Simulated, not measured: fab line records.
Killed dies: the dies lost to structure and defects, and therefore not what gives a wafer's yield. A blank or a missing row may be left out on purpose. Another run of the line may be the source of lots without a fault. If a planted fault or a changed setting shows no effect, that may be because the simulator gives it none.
A struck lot beside a sound one || flow sky130 || 43 out of 708 route steps
Sound: wafers L923.1, L923.3, L923.4. Struck: wafer L936.5 (L936.1, L936.2, from the same lot, were not struck and are left out); the cause is given at the end.
Order at every step that has rows: each side's tool, ch and its chambers, its first start. Under that, the readings that differ: sound wafers || struck wafers || difference of the means || sigmas: that difference in standard deviations of wafers without a fault.
alike: readings with means less than 2 such deviations apart, plus words and numbers identical on both sides. not compared: withheld readings, readings lacking a value on some wafer, bounds such as >300 that could conceal the same value, and numbers that have no deviation in the record and whose values overlap.
Wherever a step has rows on one side only, a row that says differs or no value, or a row with sigmas, the two part there. Numbers that don't overlap but have no deviation are shown without sigmas and don't part them. A reading missing from all wafers of one side parts the sides only when that side holds two or more wafers.

first, 3 steps without rows for these wafers: SKY_VIA3_STRIP_17 (strips in post etch residue remover, time 1200 s); SKY_VIA3_CLEAN_18 (cleans in IPA, time 180 s); SKY_VIA3_CLEAN_19 (cleans in O3/DIW).
SKY_VIA3_SPUTTER_20: material TiN, target thk 20 nm, time 80 s.
  struck on pvd_sputter-01, day 45 01:58; sound on pvd_sputter-04, day 41 13:04
  alike: throttle_valve_pct
then, 1 step without rows for these wafers: SKY_VIA3_CVD_21 (deposits W, target thk 390 nm, time 117.31 s).
SKY_VIA3_RS_MEAS_22: uses a four-point probe to measure.
  struck on film_metro-02, day 45 02:09; sound on film_metro-02, day 41 13:15
  alike: VIA3_W_RS
SKY_VIA3_THK_MEAS_23: measures by xrf.
  struck on film_metro-02, day 45 02:16; sound on film_metro-02, day 41 13:22
  alike: VIA3_W_THK
then, 2 steps without rows for these wafers: SKY_VIA3_CMP_24 (polishes, stops on SiO2, t overpolish 20 s, target thk 0 nm); SKY_METAL4_SPUTTER_00 (material Ti, target thk 15 nm, time 10 s).
SKY_METAL4_SPUTTER_01: material TiN, target thk 20 nm, time 16.7 s.
  struck on pvd_sputter-02, day 45 02:39; sound on pvd_sputter-01, day 41 13:45
  alike: throttle_valve_pct
then, 2 steps without rows for these wafers: SKY_METAL4_SPUTTER_02 (material AlCu, target thk 735 nm, time 39.1 s); SKY_METAL4_SPUTTER_03 (material Ti, target thk 5 nm, time 3.3 s).
SKY_METAL4_SPUTTER_04: material TiN, target thk 70 nm, time 58.3 s.
  struck on pvd_sputter-02, day 45 02:44; sound on pvd_sputter-01, day 41 13:50
  alike: throttle_valve_pct
then, 1 step without rows for these wafers: SKY_CAP2M_CVD_00 (deposits SiO2, target thk 15.5 nm).
SKY_CAP2M_THK_MEAS_01:
  struck on film_metro-02, day 45 02:49; sound on film_metro-03, day 41 13:54
  alike: CAP2M_CVD_00_THK
SKY_CAP2M_SPUTTER_02: material TiN, target thk 200 nm, time 166.7 s.
  struck on pvd_sputter-03, day 45 02:52; sound on pvd_sputter-03, day 41 13:58
  alike: throttle_valve_pct
SKY_CAP2M_RS_MEAS_03: uses a four-point probe to measure.
  struck on film_metro-03, day 45 02:59; sound on film_metro-02, day 41 14:04
  alike: CAP2M_TIN_RS
SKY_CAP2M_THK_MEAS_04: measures by xrf.
  struck on film_metro-03, day 45 03:06; sound on film_metro-02, day 41 14:11
  alike: CAP2M_TIN_THK
then, 7 steps without rows for these wafers: SKY_CAP2M_DEHYDRATE_05 (time 60 s); SKY_CAP2M_HMDS_06 (prime time 60 s); SKY_CAP2M_COAT_07 (resist thk 1140 nm); SKY_CAP2M_SOFTBAKE_08 (time 60 s); SKY_CAP2M_EXPOSE_09 (exposes mask CAP2M, target cd 1000 nm); SKY_CAP2M_PEB_10; SKY_CAP2M_DEVELOP_11 (develop time 60 s).
SKY_CAP2M_OVL_MEAS_12:
  struck on overlay-01, day 46 01:58; sound on overlay-01, day 42 16:10
  alike: CAP2M_OVL
then, 1 step without rows for these wafers: SKY_CAP2M_METAL_ETCH_13 (etches TiN in Cl2/BCl3, stops on SiO2, target depth 220 nm, time 62.9 s).
SKY_CAP2M_STRIP_14: strips in O2/N2.
  sound on plasma_asher-03 ch 0,1, day 42 16:17; struck on plasma_asher-01 ch 0, day 46 02:05
  alike: drypump_motor_current_A, oes_product_au, strip_time_to_endpoint_s
  not compared: rf_hours_counter_h
then, 11 steps without rows for these wafers: SKY_CAP2M_STRIP_15 (strips in post etch residue remover, time 1200 s); SKY_CAP2M_CLEAN_16 (cleans in IPA, time 180 s); SKY_CAP2M_CLEAN_17 (cleans in O3/DIW); SKY_METAL4_DEHYDRATE_05 (time 60 s); SKY_METAL4_HMDS_06 (prime time 60 s); SKY_METAL4_COAT_07 (resist thk 60 nm); SKY_METAL4_COAT_08 (resist thk 1140 nm); SKY_METAL4_SOFTBAKE_09 (time 90 s); SKY_METAL4_EXPOSE_10 (exposes mask MM4, target cd 300 nm); SKY_METAL4_PEB_11; SKY_METAL4_DEVELOP_12 (develop time 60 s).
SKY_METAL4_CD_MEAS_13: the cd target is 300 nm.
  struck on cd_sem-01, day 46 23:59; sound on cd_sem-01, day 43 15:38
  alike: cd_nm
SKY_METAL4_OVL_MEAS_14:
  struck on overlay-02, day 47 00:07; sound on overlay-01, day 43 15:45
  alike: METAL4_OVL
SKY_METAL4_DESCUM_15: chemistry O2, time 8 s.
  sound on rie_metal-01 ch 0,1, day 43 15:47; struck on rie_metal-03 ch 0, day 47 00:09
  alike: drypump_motor_current_A, oes_product_au
  not compared: rf_hours_counter_h
-- the record jumps here: 3 days lie between the struck wafers' starts before and after (it left off in module METAL4 and takes up again in module PAD_OPEN, whose first step shown is number 708 of the route) --
SKY_PAD_OPEN_PROBE_99:
  struck on prober-02, day 50 08:29; sound on prober-01, day 47 14:04
{"reading": "defect_limited_yield (%)", "sound": "83.3 83.9 79.7", "struck": 72.8, "difference": -9.5, "sigmas": -5}
{"reading": "killed_at_M4_up", "sound": "1 4 3", "struck": 51, "difference": "+48", "sigmas": "+27"}
{"reading": "killed_dies", "sound": "82 79 100", "struck": 134, "difference": "+47", "sigmas": "+5"}
{"reading": "killed_on_rim", "sound": "17 16 21", "struck": 27, "difference": "+9", "sigmas": "+2"}
{"reading": "sort_bin_3_pad_short (%)", "sound": "1.2 1.6 1.2", "struck": 4.5, "difference": "+3.2", "sigmas": "+7"}
{"reading": "sort_bin_5_function (%)", "sound": "8.1 8.9 11.6", "struck": 16.5, "difference": "+7.0", "sigmas": "+5"}
{"reading": "sort_n_pass", "sound": "410 413 392", "struck": 358, "difference": -47, "sigmas": -5}
{"reading": "sort_yield_pct (%)", "sound": "83.3 83.9 79.7", "struck": 72.8, "difference": -9.5, "sigmas": -5}
{"reading": "model.etest.tester.sort_n_pass", "sound": "410 413 392", "struck": 358, "difference": -47, "sigmas": ""}
{"reading": "model.etest.tester.sort_yield_pct (%)", "sound": "83.33 83.94 79.67", "struck": 72.76, "difference": -9.55, "sigmas": ""}
{"reading": "model.etest.tester.sort_bin_5_pct (%)", "sound": "8.13 8.943 11.59", "struck": 16.46, "difference": "+6.91", "sigmas": ""}
{"reading": "model.etest.tester.sort_bin_3_pct (%)", "sound": "1.22 1.626 1.22", "struck": 4.472, "difference": "+3.117", "sigmas": ""}
  alike: killed_at_M0_to_M3, killed_at_contacts, killed_at_front_end, killed_at_other, killed_open, killed_short, sort_bin_6_memory

WHERE THEY PART
Within this record, at SKY_PAD_OPEN_PROBE_99 only.

WHY: the cause the simulator had injected
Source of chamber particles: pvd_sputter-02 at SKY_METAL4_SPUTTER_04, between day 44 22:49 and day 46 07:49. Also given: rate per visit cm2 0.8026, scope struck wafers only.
